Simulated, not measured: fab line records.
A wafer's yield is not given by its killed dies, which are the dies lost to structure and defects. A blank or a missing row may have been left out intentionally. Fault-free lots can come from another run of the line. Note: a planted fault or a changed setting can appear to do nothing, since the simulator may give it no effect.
fab line records -- flow gf180mcu
record lots=14, wafers=42, lastDay=34
route steps=602 shown M1@329 V1@336
lots untouched by any fault: they come from a run of this same line in which no faults occurred
startH: the number of hours between the record's first day and the start of the first shown wafer of the lot -- waitH: hours from the lot's prior step to this one -- " identical to the entry in the row above -- L1.1+2: a row that stands for several wafers -- - no value, or no start was given -- * or withheld: withheld -- < > ~ a bound
route shown NAME@n: a module of which the file shows steps, and the number in the route of the first -- usual: mean/standard deviation of fault-free wafers -- same: alike in all rows -- chamber/n: place in a boat -- sites: per-site readings -- _std_site: their standard deviation -- _edge_site: the outer-site mean with the inner-site mean subtracted -- radiusMm: how far each site lies from the wafer's centre -- mask NAME#n: copy n -- behind: the last tool/chamber to shape the wafer -- hold: why the lot was held/for how many hours/how that ended -- device: names the non-switching transistor (n, p or np) -- end of line: tests of these same wafers at the route's end -- a step with no rows: only its recipe -- killed: dies lost to structure and defects at the first sort, not the wafer's yield -- map: a wafer's dies, marking killed ones x, the rest . and places with no die _
set.NAME: the setting that was run; set.NAME@STEP: the one run at that earlier step -- model.NAME: the simulator's own value behind a step, which no gauge read
a sample of lots followed through the steps of the route, with each step as a table and each wafer as a row
services: from which hour (startH, from the record's first day; less than 0 if before it) a tool's chamber was out of use, for how many hours, and why
## steps
# step GF_M1_CD_MEAS_14
# recipe targetCdNm=230
# usual cdNm=230.3/1.2
lot.wafer,tool,chamber,startH,waitH,cdNm
L927.2,cdSem-01,-,402.96,0.1,228.0
L927.3,cdSem-01,-,402.96,0.1,229.6
L927.5,cdSem-01,-,402.96,0.1,230.5
L931.2,cdSem-02,-,438.58,0.1,230.5
L931.4,cdSem-02,-,438.58,0.1,231.1
L931.6,cdSem-02,-,438.58,0.1,231.4
L932.2,cdSem-01,-,451.30,0.2,232.0
L932.4,cdSem-01,-,451.30,0.2,231.5
L932.5,cdSem-01,-,451.30,0.2,233.4
L934.3,cdSem-02,-,465.96,0.1,231.8
L934.4,cdSem-02,-,465.96,0.1,231.5
L934.5,cdSem-02,-,465.96,0.1,231.5
L939.2,cdSem-02,-,515.83,0.1,229.1
L939.3,cdSem-02,-,515.83,0.1,228.4
L939.5,cdSem-02,-,515.83,0.1,230.5
L940.1,cdSem-02,-,523.19,0.1,228.8
L940.3,cdSem-02,-,523.19,0.1,228.0
L940.6,cdSem-02,-,523.19,0.1,228.3
L941.1,cdSem-02,-,527.51,0.1,228.9
L941.2,cdSem-02,-,527.51,0.1,228.3
L941.4,cdSem-02,-,527.51,0.1,229.8
L942.1,cdSem-01,-,537.07,0.1,229.6
L942.2,cdSem-01,-,537.07,0.1,231.2
L942.4,cdSem-01,-,537.07,0.1,230.5
L943.2,cdSem-01,-,544.84,0.1,230.4
L943.4,cdSem-01,-,544.84,0.1,230.7
L943.5,cdSem-01,-,544.84,0.1,230.6
L944.1,cdSem-02,-,551.01,0.1,229.0
L944.4,cdSem-02,-,551.01,0.1,229.1
L944.5,cdSem-02,-,551.01,0.1,229.2
L945.1,cdSem-02,-,563.91,0.1,229.6
L945.2,cdSem-02,-,563.91,0.1,230.6
L945.4,cdSem-02,-,563.91,0.1,230.7
L946.3,cdSem-02,-,571.45,0.1,232.6
L946.4,cdSem-02,-,571.45,0.1,231.5
L946.5,cdSem-02,-,571.45,0.1,232.4
L947.2,cdSem-01,-,583.56,0.1,229.7
L947.4,cdSem-01,-,583.56,0.1,229.5
L947.6,cdSem-01,-,583.56,0.1,229.8
L948.1,cdSem-01,-,591.20,0.1,230.2
L948.3,cdSem-01,-,591.20,0.1,229.7
L948.4,cdSem-01,-,591.20,0.1,229.8
# step GF_V1_THK_MEAS_01
# recipe reads=SiO2_of_V1_CVD_00
# usual V1_CVD_00_THK=598/6.2
lot.wafer,tool,chamber,startH,waitH,V1_CVD_00_THK[nm]
L927.2,filmMetro-03,-,403.83,0.0,603
L927.3,filmMetro-03,-,403.83,0.0,603
L927.5,filmMetro-03,-,403.83,0.0,599
L931.2,filmMetro-03,-,439.48,0.0,598
L931.4,filmMetro-03,-,439.48,0.0,591
L931.6,filmMetro-03,-,439.48,0.0,598
L932.2,filmMetro-01,-,453.04,0.0,591
L932.4,filmMetro-01,-,453.04,0.0,588
L932.5,filmMetro-01,-,453.04,0.0,600
L934.3,filmMetro-03,-,466.85,0.1,599
L934.4,filmMetro-03,-,466.85,0.1,587
L934.5,filmMetro-03,-,466.85,0.1,592
L939.2,filmMetro-02,-,516.83,0.0,590
L939.3,filmMetro-02,-,516.83,0.0,592
L939.5,filmMetro-02,-,516.83,0.0,586
L940.1,filmMetro-01,-,524.10,0.0,597
L940.3,filmMetro-01,-,524.10,0.0,595
L940.6,filmMetro-01,-,524.10,0.0,593
L941.1,filmMetro-03,-,528.39,0.0,593
L941.2,filmMetro-03,-,528.39,0.0,588
L941.4,filmMetro-03,-,528.39,0.0,594
L942.1,filmMetro-02,-,538.29,0.0,610
L942.2,filmMetro-02,-,538.29,0.0,612
L942.4,filmMetro-02,-,538.29,0.0,608
L943.2,filmMetro-02,-,545.86,0.0,601
L943.4,filmMetro-02,-,545.86,0.0,599
L943.5,filmMetro-02,-,545.86,0.0,599
L944.1,filmMetro-01,-,551.91,0.0,595
L944.4,filmMetro-01,-,551.91,0.0,595
L944.5,filmMetro-01,-,551.91,0.0,599
L945.1,filmMetro-01,-,564.92,0.0,600
L945.2,filmMetro-01,-,564.92,0.0,603
L945.4,filmMetro-01,-,564.92,0.0,606
L946.3,filmMetro-01,-,572.43,0.1,593
L946.4,filmMetro-01,-,572.43,0.1,597
L946.5,filmMetro-01,-,572.43,0.1,587
L947.2,filmMetro-01,-,584.42,0.0,589
L947.4,filmMetro-01,-,584.42,0.0,586
L947.6,filmMetro-01,-,584.42,0.0,595
L948.1,filmMetro-03,-,592.08,0.0,598
L948.3,filmMetro-03,-,592.08,0.0,596
L948.4,filmMetro-03,-,592.08,0.0,592
# step GF_V1_CVD_02
# recipe material=SiO2, targetThkNm=850, precursor=TEOS, tempC=400, timeS=94.851, rfW=600
# usual heaterPowerOuterW=376/70, heaterPowerW=615/66
lot.wafer,tool,chamber,startH,waitH,heaterPowerOuterW,heaterPowerW
L927.2,pecvd-02,1,403.88,0.0,392,625
L927.3,pecvd-02,2,403.88,0.0,423,665
L927.5,pecvd-02,0,403.88,0.0,349,560
L931.2,pecvd-02,0,439.53,0.0,385,603
L931.4,pecvd-02,1,439.53,0.0,328,557
L931.6,pecvd-02,0,439.53,0.0,411,663
L932.2,pecvd-02,0,453.09,0.0,371,593
L932.4,pecvd-02,2,453.09,0.0,414,670
L932.5,pecvd-02,1,453.09,0.0,406,639
L934.3,pecvd-03,0,466.89,0.0,403,666
L934.4,pecvd-03,1,466.89,0.0,461,739
L934.5,pecvd-03,0,466.89,0.0,306,534
L939.2,pecvd-04,2,516.88,0.0,215,455
L939.3,pecvd-04,0,516.88,0.0,272,540
L939.5,pecvd-04,1,516.88,0.0,452,638
L940.1,pecvd-04,0,524.16,0.1,228,479
L940.3,pecvd-04,2,524.16,0.1,261,520
L940.6,pecvd-04,2,524.16,0.1,274,535
L941.1,pecvd-04,0,528.45,0.1,311,582
L941.2,pecvd-04,1,528.45,0.1,518,724
L941.4,pecvd-04,2,528.45,0.1,251,520
L942.1,pecvd-03,1,538.35,0.1,361,603
L942.2,pecvd-03,2,538.35,0.1,343,570
L942.4,pecvd-03,0,538.35,0.1,303,542
L943.2,pecvd-04,0,545.91,0.0,262,522
L943.4,pecvd-04,2,545.91,0.0,273,521
L943.5,pecvd-04,0,545.91,0.0,292,572
L944.1,pecvd-04,1,551.97,0.1,479,656
L944.4,pecvd-04,2,551.97,0.1,272,522
L944.5,pecvd-04,0,551.97,0.1,288,532
L945.1,pecvd-04,0,564.98,0.1,308,594
L945.2,pecvd-04,1,564.98,0.1,473,672
L945.4,pecvd-04,2,564.98,0.1,297,558
L946.3,pecvd-02,1,572.47,0.0,419,657
L946.4,pecvd-02,0,572.47,0.0,408,651
L946.5,pecvd-02,1,572.47,0.0,437,672
L947.2,pecvd-02,2,584.47,0.0,442,680
L947.4,pecvd-02,2,584.47,0.0,326,553
L947.6,pecvd-02,0,584.47,0.0,433,666
L948.1,pecvd-03,1,592.14,0.1,343,573
L948.3,pecvd-03,0,592.14,0.1,395,662
L948.4,pecvd-03,1,592.14,0.1,383,656
# step GF_V1_CMP_04
# recipe material=SiO2, downForcePsi=4, platenRpm=60, padVelocityMS=0.94248
# usual motorCurrentA=12.7/1.4, timeToEndpointS=78/5.8
lot.wafer,tool,chamber,startH,waitH,motorCurrentA,timeToEndpointS
L927.3,cmp-02,1,404.01,0.0,13.3,70
L927.2,cmp-02,0,404.01,0.0,12.8,70
L927.5,cmp-02,2,404.01,0.0,13.8,84
L931.2,cmp-01,3,439.66,0.0,13.0,79
L931.4,cmp-01,0,439.66,0.0,9.9,24
L931.6,cmp-01,3,439.66,0.0,12.7,86
L932.4,cmp-02,0,453.32,0.1,13.0,84
L932.2,cmp-02,1,453.32,0.1,13.7,72
L932.5,cmp-02,2,453.32,0.1,13.1,83
L934.3,cmp-01,3,467.12,0.1,13.3,80
L934.4,cmp-01,0,467.12,0.1,9.9,23
L934.5,cmp-01,2,467.12,0.1,14.1,81
L939.2,cmp-02,0,517.01,0.0,12.5,81
L939.3,cmp-02,1,517.01,0.0,13.8,76
L939.5,cmp-02,0,517.01,0.0,12.5,89
L940.1,cmp-02,0,524.28,0.1,12.5,75
L940.3,cmp-02,3,524.28,0.1,12.5,83
L940.6,cmp-02,0,524.28,0.1,11.9,84
L941.4,cmp-01,3,528.58,0.0,12.9,78
L941.1,cmp-01,1,528.58,0.0,12.9,66
L941.2,cmp-01,2,528.58,0.0,14.0,68
L942.4,cmp-01,3,538.48,0.0,14.0,84
L942.1,cmp-01,0,538.48,0.0,10.1,74
L942.2,cmp-01,1,538.48,0.0,13.1,79
L943.2,cmp-01,1,546.09,0.1,13.0,72
L943.4,cmp-01,3,546.09,0.1,12.8,83
L943.5,cmp-01,0,546.09,0.1,10.2,82
L944.4,cmp-01,2,552.20,0.1,13.3,74
L944.1,cmp-01,3,552.20,0.1,13.4,74
L944.5,cmp-01,0,552.20,0.1,9.8,77
L945.2,cmp-02,2,565.59,0.5,13.4,81
L945.1,cmp-02,0,565.59,0.5,12.0,81
L945.4,cmp-02,1,565.59,0.5,14.2,83
L946.4,cmp-02,0,572.59,0.0,12.1,73
L946.3,cmp-02,2,572.59,0.0,13.6,67
L946.5,cmp-02,0,572.59,0.0,12.5,73
L947.2,cmp-02,2,584.65,0.1,13.9,74
L947.4,cmp-02,3,584.65,0.1,12.3,82
L947.6,cmp-02,2,584.65,0.1,14.4,75
L948.1,cmp-01,0,592.27,0.1,9.6,76
L948.4,cmp-01,1,592.27,0.1,13.6,78
L948.3,cmp-01,2,592.27,0.1,14.4,77
# step GF_V1_ETCH_17
# recipe chemistry=C4F8/O2/Ar, maskMaterial=KrF, target=SiO2, stopOn=TiN, sourceW=1500, biasW=1200, pressureMtorr=40, c4f8FlowSccm=withheld, O2_flow_sccm=6, Ar_flow_sccm=300, timeS=withheld, targetDepthA=6300
# usual oesProductAu=0.855/0.0044
lot.wafer,tool,chamber,startH,waitH,oesProductAu
L927.2,rieDiel-04,3,-,-,0.853
L927.3,rieDiel-04,0,-,-,0.864
L927.5,rieDiel-04,0,-,-,0.853
L931.2,rieDiel-03,2,-,-,0.854
L931.4,rieDiel-03,1,-,-,0.978
L931.6,rieDiel-03,1,-,-,0.861
L932.2,rieDiel-03,1,-,-,0.859
L932.4,rieDiel-03,0,-,-,0.847
L932.5,rieDiel-03,0,-,-,0.856
L934.3,rieDiel-03,3,-,-,0.860
L934.4,rieDiel-03,1,-,-,0.979
L934.5,rieDiel-03,0,-,-,0.851
L939.2,rieDiel-04,3,-,-,0.856
L939.3,rieDiel-04,1,-,-,0.852
L939.5,rieDiel-04,0,-,-,0.857
L940.1,rieDiel-03,3,-,-,0.858
L940.3,rieDiel-03,1,-,-,0.864
L940.6,rieDiel-03,0,-,-,0.857
L941.1,rieDiel-04,1,-,-,0.848
L941.2,rieDiel-04,3,-,-,0.858
L941.4,rieDiel-04,2,-,-,0.863
L942.1,rieDiel-04,1,-,-,0.858
L942.2,rieDiel-04,0,-,-,0.859
L942.4,rieDiel-04,3,-,-,0.861
L943.2,rieDiel-03,3,-,-,0.859
L943.4,rieDiel-03,0,-,-,0.861
L943.5,rieDiel-03,2,-,-,0.851
L944.1,rieDiel-03,0,-,-,0.857
L944.4,rieDiel-03,2,-,-,0.857
L944.5,rieDiel-03,1,-,-,0.854
L945.1,rieDiel-03,0,-,-,0.849
L945.2,rieDiel-03,3,-,-,0.858
L945.4,rieDiel-03,2,-,-,0.850
L946.3,rieDiel-02,1,-,-,0.865
L946.4,rieDiel-02,2,-,-,0.856
L946.5,rieDiel-02,3,-,-,0.850
L947.2,rieDiel-03,3,-,-,0.860
L947.4,rieDiel-03,2,-,-,0.849
L947.6,rieDiel-03,2,-,-,0.854
L948.1,rieDiel-02,1,-,-,0.856
L948.3,rieDiel-02,0,-,-,0.842
L948.4,rieDiel-02,3,-,-,0.848
## services
tool,chamber,startH,hours,kind
pecvd-02,-,385.48,2.8,pm
cmp-01,-,389.59,0.9,repair
cmp-01,-,404.10,4.0,pm
rieDiel-03,-,418.10,14.6,pm
pecvd-04,-,418.35,0.9,repair
cmp-01,-,429.09,3.1,repair
rieDiel-04,3,429.14,13.9,repair
cmp-01,-,430.60,2.1,repair
rieDiel-03,1,446.52,4.5,repair
cmp-01,-,448.92,4.9,pm
pecvd-02,-,482.84,1.0,repair
cmp-01,-,490.69,0.9,repair
cmp-02,-,497.30,5.1,pm
rieDiel-03,3,507.05,2.3,repair
rieDiel-03,1,524.85,4.0,repair
rieDiel-03,2,532.87,9.1,repair
cmp-02,-,545.68,3.1,repair
cmp-01,-,564.18,5.1,pm
cmp-02,-,573.54,4.0,pm
pecvd-02,-,591.12,14.0,pm
cmp-01,-,604.04,0.4,repair
rieDiel-03,-,610.30,0.6,repair
cmp-01,-,612.61,7.9,repair
rieDiel-03,-,613.36,0.7,repair
## key
firstSign step=GF_V1_CMP_04, reading=timeToEndpointS, direction=down, sigmas=9.4, usual=*, struck=*
effect step=GF_V1_ETCH_17, reading=oesProductAu, direction=up, sigmas=28, usual=0.855, struck=0.978
metAt GF_V1_CMP_04
struckLots L931,L934
struckWafers L931.4,L934.4
sortLeftOut L931.4,L934.4
notActingAt GF_M1_CD_MEAS_14,GF_V1_THK_MEAS_01,GF_V1_CVD_02
fault kind=processParameterDrift, tool=cmp-01, chamber=0, onsetH=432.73, steps=GF_V1_CMP_04, channel=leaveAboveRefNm, offset=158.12, shape=step, endH=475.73, actsIn=theseRecipesOnly, stated=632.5
# sortLeftOut: the simulated sort isn't trusted on such a fault, so these wafers' sort isn't shown, and their yield isn't known
